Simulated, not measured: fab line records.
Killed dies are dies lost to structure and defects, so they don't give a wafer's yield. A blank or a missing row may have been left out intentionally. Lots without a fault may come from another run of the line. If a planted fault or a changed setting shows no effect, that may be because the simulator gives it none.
fab line records	flow sky130
record: lots: 12	wafers: 36	last_day: 51
route steps=708 shown NWELL@75 VT_ADJUST_LVTN@117 CONTACT@406 METAL1@435 PAD_OPEN@708
lots with no fault: from the same line, run without faults
start_h: hours from the record's first day to the start of the lot's first wafer shown	wait_h: time in hours since the lot's previous step	" repeats the value in the row above	L1.1+2: several wafers, shown together as one row	- no value, or no start given	* or withheld: withheld	< > ~ a bound
route shown NAME@n: NAME is a module with steps in the file, n the number in the route of the first one	usual: average and standard deviation across the fault-free wafers	same: alike in all rows	chamber/n: place in a boat	sites: per-site readings	_std_site: standard deviation of those values	_edge_site: inner sites' mean taken away from outer sites' mean	radius_mm: for every site, how far away it sits from the centre of the wafer	mask NAME#n: copy n	behind: the tool/chamber that last shaped the wafer	hold: why the lot went on hold/how many hours it stayed there/how the hold came to an end	device: the n, p or np transistor that did not switch	end of line: tests of these same wafers at the route's end	for a step that has no rows: nothing shown but its recipe	killed: count of dies lost to structure and defects at first sort (not the wafer's yield)	map: shows each die of a wafer: x if killed, . if not, _ if none is there
set.NAME: the setting as run; set.NAME@STEP: as run at that earlier step	model.NAME: the simulator's own value behind a step, which no gauge read
one table for each step of the route and one row for each wafer, over a sample of lots
services: a tool's chamber out of use, with start hour (start_h, from the record's first day; less than 0 if before it), hours out, and reason
== steps ==
step: SKY_NWELL_DEVELOP_22
recipe: wall_angle_deg: 90	developer: TMAH	develop_time_s: 60	dev_temp_c: 23
lot.wafer	tool	chamber	start_h	wait_h
L133.2+3+4	litho_track-04	0	110	-
L134.1+4+6	litho_track-01	0	114	-
L135.1+3+5	litho_track-01	0	124	-
L136.1+4+6	litho_track-01	0	133	-
L138.1+3+6	litho_track-01	0	139	-
L143.2+3+5	litho_track-04	0	168	-
L145.1+2+4	litho_track-03	0	184	-
L147.4+5+6	litho_track-03	0	196	-
L149.2+3+4	litho_track-01	0	206	-
L151.3+4+5	litho_track-04	0	222	-
L152.4+5+6	litho_track-01	0	229	-
L155.1+3+4	litho_track-04	0	240	-
step: SKY_NWELL_OVL_MEAS_23
usual: NWELL_01_OVL: 0.6/1.2
lot.wafer	tool	chamber	start_h	wait_h	NWELL_01_OVL[nm]
L133.2	overlay-02	-	110.55	-	2.3
L133.3	"	-	"	"	1.0
L133.4	"	-	"	"	1.1
L134.1	overlay-02	-	114.73	-	0.1
L134.4	"	-	"	"	1.6
L134.6	"	-	"	"	1.3
L135.1	overlay-02	-	124.23	-	2.3
L135.3	"	-	"	"	2.8
L135.5	"	-	"	"	1.9
L136.1	overlay-02	-	133.38	-	1.0
L136.4	"	-	"	"	0.6
L136.6	"	-	"	"	0.9
L138.1	overlay-01	-	139.33	-	-0.3
L138.3	"	-	"	"	1.2
L138.6	"	-	"	"	-0.6
L143.2	overlay-01	-	168.50	-	0.3
L143.3	"	-	"	"	0.6
L143.5	"	-	"	"	1.4
L145.1	overlay-02	-	184.54	-	0.4
L145.2	"	-	"	"	-0.1
L145.4	"	-	"	"	-
L147.4	overlay-02	-	197.01	-	-
L147.5	"	-	"	"	-
L147.6	"	-	"	"	-
L149.2	overlay-01	-	206.38	-	-0.4
L149.3	"	-	"	"	-1.1
L149.4	"	-	"	"	1.3
L151.3	overlay-02	-	222.31	-	1.8
L151.4	"	-	"	"	0.7
L151.5	"	-	"	"	0.4
L152.4	overlay-02	-	229.44	-	1.4
L152.5	"	-	"	"	-0.6
L152.6	"	-	"	"	1.0
L155.1	overlay-01	-	240.64	-	2.0
L155.3	"	-	"	"	0.7
L155.4	"	-	"	"	1.3
step: SKY_NWELL_TW_MEAS_26
usual: NWELL_2_TW: 497/3.1
lot.wafer	tool	chamber	start_h	wait_h	NWELL_2_TW
L133.2	film_metro-01	-	110.84	0.1	496
L133.3	"	-	"	"	493
L133.4	"	-	"	"	493
L134.1	film_metro-02	-	115.01	0.1	503
L134.4	"	-	"	"	502
L134.6	"	-	"	"	501
L135.1	film_metro-02	-	124.51	0.1	499
L135.3	"	-	"	"	499
L135.5	"	-	"	"	498
L136.1	film_metro-01	-	133.66	0.1	495
L136.4	"	-	"	"	494
L136.6	"	-	"	"	497
L138.1	film_metro-01	-	139.61	0.1	492
L138.3	"	-	"	"	496
L138.6	"	-	"	"	495
L143.2	film_metro-02	-	168.79	0.1	496
L143.3	"	-	"	"	498
L143.5	"	-	"	"	499
L145.1	film_metro-03	-	184.83	0.1	500
L145.2	"	-	"	"	501
L145.4	"	-	"	"	30
L147.4	film_metro-01	-	197.31	0.1	30
L147.5	"	-	"	"	30
L147.6	"	-	"	"	30
L149.2	film_metro-01	-	206.67	0.1	491
L149.3	"	-	"	"	493
L149.4	"	-	"	"	493
L151.3	film_metro-03	-	222.60	0.1	496
L151.4	"	-	"	"	500
L151.5	"	-	"	"	499
L152.4	film_metro-01	-	229.74	0.1	496
L152.5	"	-	"	"	495
L152.6	"	-	"	"	497
L155.1	film_metro-03	-	240.93	0.1	499
L155.3	"	-	"	"	502
L155.4	"	-	"	"	500
step: SKY_VT_ADJUST_LVTN_STRIP_20
recipe: chemistry: O2/N2	power_w: 1400	pressure_mtorr: 1500	platen_temp_c: withheld	o2_flow_sccm: 3000	n2_flow_sccm: 300	overash_fraction: 0.5
usual: drypump_motor_current_A: 5.7/0.48	o2_flow_sccm: 3001/7.6	oes_product_au: 0.715/0.0043	strip_time_to_endpoint_s: 14.19/0.038
lot.wafer	tool	chamber	start_h	wait_h	drypump_motor_current_A	o2_flow_sccm	oes_product_au	rf_hours_counter_h	strip_time_to_endpoint_s
L133.2	plasma_asher-01	0	171.18	0.1	5.0	3001	0.717	5	14.12
L133.3	"	1	"	"	5.8	3000	0.710	-	14.16
L133.4	"	0	"	"	5.0	2982	0.715	-	14.17
L134.1	plasma_asher-01	1	177.13	0.1	5.9	3013	0.716	6	14.24
L134.4	"	1	"	"	5.8	3012	0.716	-	14.25
L134.6	"	1	"	"	5.8	2996	0.710	-	14.21
L135.1	plasma_asher-03	0	187.96	0.1	5.4	2998	0.729	44	14.16
L135.3	"	0	"	"	5.4	3002	0.721	-	14.15
L135.5	"	1	"	"	6.1	3004	0.719	-	14.14
L136.1	plasma_asher-01	0	198.73	0.1	5.0	3008	0.715	8	14.18
L136.4	"	1	"	"	5.8	3005	0.710	-	14.18
L136.6	"	1	"	"	5.8	2999	0.715	-	14.19
L138.1	plasma_asher-01	1	203.98	0.1	5.8	2999	0.711	9	14.21
L138.3	"	0	"	"	5.0	2996	0.714	-	14.23
L138.6	"	1	"	"	5.8	2990	0.714	-	14.23
L143.2	plasma_asher-04	1	236.20	0.1	6.1	2996	0.718	52	14.17
L143.3	"	1	"	"	6.1	3004	0.720	-	14.16
L143.5	"	0	"	"	6.4	3023	0.714	-	14.16
L145.1	plasma_asher-01	0	254.10	0.1	5.0	2998	0.718	14	14.19
L145.2	"	1	"	"	5.8	3007	0.717	14	14.18
L145.4	"	0	"	"	5.0	3010	0.718	-	14.19
L147.4	plasma_asher-04	1	267.59	0.1	6.1	3008	0.717	-	14.19
L147.5	"	0	"	"	6.4	3002	0.723	-	14.22
L147.6	"	1	"	"	6.1	3009	0.713	-	14.19
L149.2	plasma_asher-03	1	278.85	0.1	6.1	2997	0.717	54	14.24
L149.3	"	1	"	"	6.1	3004	0.721	-	14.22
L149.4	"	0	"	"	5.4	2988	0.720	-	14.26
L151.3	plasma_asher-01	1	296.05	0.1	5.8	3002	0.708	-	14.23
L151.4	"	0	"	"	5.0	2997	0.715	-	14.24
L151.5	"	1	"	"	5.8	3002	0.710	-	14.23
L152.4	plasma_asher-03	0	303.50	0.1	5.4	2986	0.719	-	14.22
L152.5	"	0	"	"	5.3	2992	0.718	-	14.21
L152.6	"	1	"	"	6.1	2993	0.714	-	14.23
L155.1	plasma_asher-01	0	315.96	0.2	5.0	3012	0.714	19	14.20
L155.3	"	1	"	"	5.8	3011	0.714	-	14.20
L155.4	"	0	"	"	5.0	3004	0.714	-	14.17
step: SKY_CONTACT_CVD_00
recipe: material: Si3N4	target_thk_nm: 75	temp_c: 400	time_s: withheld	rf_w: 450
usual: heater_power_w: 762/68
lot.wafer	tool	chamber	start_h	wait_h	heater_power_w
L133.2	pecvd-04	0	728.44	0.0	818
L133.3	"	2	"	"	662
L133.4	"	0	"	"	802
L134.1	pecvd-04	0	741.84	0.0	777
L134.4	"	2	"	"	713
L134.6	"	0	"	"	786
L135.1	pecvd-04	0	755.13	0.0	811
L135.3	"	1	"	"	794
L135.5	"	2	"	"	685
L136.1	pecvd-01	1	758.66	0.0	814
L136.4	"	1	"	"	842
L136.6	"	2	"	"	711
L138.1	pecvd-03	1	766.31	0.0	819
L138.3	"	0	"	"	836
L138.6	"	1	"	"	837
L143.2	pecvd-03	1	804.53	0.0	799
L143.3	"	2	"	"	755
L143.5	"	1	"	"	806
L145.1	pecvd-01	1	820.79	0.0	894
L145.2	"	0	"	"	675
L145.4	"	0	"	"	707
L147.4	pecvd-03	0	837.72	0.0	818
L147.5	"	1	"	"	813
L147.6	"	2	"	"	713
L149.2	pecvd-04	0	846.99	0.0	858
L149.3	"	2	"	"	678
L149.4	"	0	"	"	856
L151.3	pecvd-01	2	864.58	0.0	682
L151.4	"	2	"	"	686
L151.5	"	1	"	"	810
L152.4	pecvd-04	2	876.14	0.0	703
L152.5	"	1	"	"	694
L152.6	"	0	"	"	863
L155.1	pecvd-04	0	890.47	0.0	775
L155.3	"	1	"	"	819
L155.4	"	0	"	"	745
step: SKY_METAL1_SPUTTER_01
recipe: material: TiN	target_thk_nm: 20	power_w: 6500	time_s: 16.7	chamber_pressure_pa: 0.4
usual: cathode_dc_power_W: 6500.1/1.1	throttle_valve_pct: 30.1/1.2
lot.wafer	tool	chamber	start_h	wait_h	cathode_dc_power_W	throttle_valve_pct
L133.2	pvd_sputter-02	-	758.75	0.0	6501.3	29.1
L133.3	"	-	"	"	6500.5	30.8
L133.4	"	-	"	"	6500.5	28.8
L134.1	pvd_sputter-04	-	771.59	0.0	6499.4	28.0
L134.4	"	-	"	"	6501.5	30.1
L134.6	"	-	"	"	6499.8	28.7
L135.1	pvd_sputter-02	-	785.63	0.0	6499.7	28.8
L135.3	"	-	"	"	6498.9	29.8
L135.5	"	-	"	"	6499.6	29.8
L136.1	pvd_sputter-01	-	788.87	0.0	6500.5	31.2
L136.4	"	-	"	"	6499.7	31.3
L136.6	"	-	"	"	6500.3	31.3
L138.1	pvd_sputter-01	-	796.22	0.0	6501.6	31.5
L138.3	"	-	"	"	6500.9	31.6
L138.6	"	-	"	"	6498.7	31.1
L143.2	pvd_sputter-01	-	833.73	0.0	6500.1	31.3
L143.3	"	-	"	"	6501.2	31.7
L143.5	"	-	"	"	6500.2	31.6
L145.1	pvd_sputter-04	-	849.90	0.0	6501.4	29.8
L145.2	"	-	"	"	6500.3	30.7
L145.4	"	-	"	"	6500.5	28.3
L147.4	pvd_sputter-04	-	866.75	0.0	6502.0	30.7
L147.5	"	-	"	"	6500.3	28.5
L147.6	"	-	"	"	6499.4	29.9
L149.2	pvd_sputter-02	-	875.63	0.0	6500.2	29.0
L149.3	"	-	"	"	6499.9	29.6
L149.4	"	-	"	"	6502.0	29.0
L151.3	pvd_sputter-02	-	893.97	0.0	6501.2	30.9
L151.4	"	-	"	"	6498.6	29.1
L151.5	"	-	"	"	6499.4	30.0
L152.4	pvd_sputter-01	-	904.41	0.0	6501.6	32.2
L152.5	"	-	"	"	6497.1	31.3
L152.6	"	-	"	"	6498.9	31.4
L155.1	pvd_sputter-04	-	918.64	0.0	6501.2	30.8
L155.3	"	-	"	"	6499.8	30.1
L155.4	"	-	"	"	6500.2	28.4
step: SKY_PAD_OPEN_PROBE_99
usual: killed_at_M0_to_M3: 44/7.2	killed_at_M4_up: 2.9/1.8	killed_at_contacts: 24/5.2	killed_at_front_end: 15/4	killed_at_other: 0.2/0.49	killed_dies: 85/9.1	killed_on_rim: 17/3.7	killed_open: 47/6.8	killed_short: 38/5.7
same: gross_dies: 492	killed_at_back_side: 0
lot.wafer	tool	chamber	start_h	wait_h	killed_at_M0_to_M3	killed_at_M4_up	killed_at_contacts	killed_at_front_end	killed_at_other	killed_dies	killed_on_rim	killed_open	killed_short
L145.1	prober-02	-	1167.02	0.1	54	4	21	16	0	95	20	53	42
L145.2	prober-02	-	1167.07	0.1	35	1	31	19	0	86	18	54	32
L145.4	prober-02	-	1167.17	0.2	50	1	22	419	0	492	96	48	38
L147.4	prober-02	-	1180.92	0.2	52	6	23	411	0	492	96	48	39
L147.5	prober-02	-	1180.97	0.2	60	3	19	410	0	492	96	46	47
L147.6	prober-02	-	1181.02	0.2	42	5	19	426	0	492	96	45	38
killed by level:class
L145.1 CONTACT:geometric_particle:open=12 VIA1:geometric_particle:open=12 VIA1:geometric_particle:short=9 METAL1:geometric_particle:short=8 FIELD_ISO:geometric_particle:open=5 POLY_GATE:geometric_particle:open=5 VIA3:geometric_particle:open=5 VIA2:geometric_particle:open=5
L145.2 CONTACT:geometric_particle:open=12 VIA3:geometric_particle:open=9 LI_CONTACT:geometric_particle:open=9 VIA2:geometric_particle:open=7 FIELD_ISO:geometric_particle:open=6 LI_CONTACT:geometric_particle:short=5 POLY_GATE:geometric_particle:short=4 METAL1:geometric_particle:short=4
L145.4 NWELL:area_develop=406 VIA1:geometric_particle:open=17 CONTACT:geometric_particle:open=10 METAL1:geometric_particle:short=7 VIA2:geometric_particle:open=6 METAL3:geometric_particle:short=6 POLY_GATE:geometric_particle:short=4 LI_CONTACT:geometric_particle:open=4
L147.4 NWELL:area_develop=405 CONTACT:geometric_particle:open=12 VIA1:geometric_particle:open=9 METAL1:geometric_particle:short=8 VIA2:geometric_particle:open=8 METAL2:geometric_particle:short=7 VIA3:geometric_particle:open=7 LI_CONTACT:geometric_particle:open=6
L147.5 NWELL:area_develop=399 VIA1:geometric_particle:open=16 VIA3:geometric_particle:open=6 POLY_GATE:geometric_particle:short=5 LOCAL_INTERCONNECT:geometric_particle:short=5 METAL1:geometric_particle:short=5 VIA1:geometric_particle:short=5 METAL2:geometric_particle:short=5
L147.6 NWELL:area_develop=409 VIA1:geometric_particle:open=10 CONTACT:geometric_particle:short=7 FIELD_ISO:geometric_particle:open=6 VIA2:geometric_particle:open=6 LI_CONTACT:geometric_particle:open=6 VIA3:geometric_particle:open=6 VIA1:geometric_particle:short=5
== services ==
tool	chamber	start_h	hours	kind
plasma_asher-01	-	108.75	9.0	pm
pvd_sputter-02	-	160.57	11.0	repair
pecvd-04	-	165.37	2.8	pm
pvd_sputter-02	-	232.57	0.5	repair
pecvd-04	0	252.76	4.7	repair
pecvd-04	1	254.30	6.6	repair
pvd_sputter-04	-	268.74	2.9	repair
pvd_sputter-04	-	272.83	1.3	repair
pecvd-04	0	274.33	9.4	repair
pvd_sputter-04	-	301.30	5.3	repair
pvd_sputter-01	-	350.87	2.0	repair
pvd_sputter-02	-	355.28	3.1	repair
pecvd-04	0	374.36	18.8	repair
pvd_sputter-02	-	376.88	2.7	repair
pvd_sputter-01	-	383.80	2.1	repair
pvd_sputter-04	-	402.93	2.0	repair
pecvd-04	-	437.01	0.6	repair
pecvd-04	-	448.56	5.5	pm
plasma_asher-01	-	458.12	3.1	repair
pecvd-04	1	509.49	16.5	repair
pecvd-04	-	542.60	6.0	pm
plasma_asher-01	-	562.30	0.8	repair
plasma_asher-01	-	690.53	2.8	pm
pecvd-04	-	854.43	1.6	repair
== key ==
first_sign: step: SKY_NWELL_OVL_MEAS_23	reading: NWELL_01_OVL	direction: missing
effect: step: SKY_NWELL_TW_MEAS_26	reading: NWELL_2_TW	direction: down	sigmas: 99+	usual: 497	struck: 30
effect: step: SKY_PAD_OPEN_PROBE_99	reading: killed_at_front_end	direction: up	sigmas: 99+	usual: 15	struck: 416
more_kills_born_at: SKY_NWELL_DEVELOP_22@litho_track-03: 1619
met_at SKY_NWELL_DEVELOP_22
struck_lots L145,L147
struck_wafers L145.4,L147.4,L147.5,L147.6
tester_left_out L145,L147
not_acting_at SKY_VT_ADJUST_LVTN_STRIP_20,SKY_CONTACT_CVD_00,SKY_METAL1_SPUTTER_01
fault: kind: process_parameter_drift	tool: litho_track-03	chamber: -	onset_h: 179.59	steps: SKY_NWELL_DEVELOP_22	channel: develop_time_s	offset: *	shape: step	end_h: 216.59	scope: struck_wafers_only	acts_in: *	stated: *
tester_left_out: of these lots the tester's yield and bins aren't shown, on N5 and GAA mostly nor the transistor test; their killed dies are dies lost to structure and defects alone, not to doping, threshold or leakage, so they don't give the yield
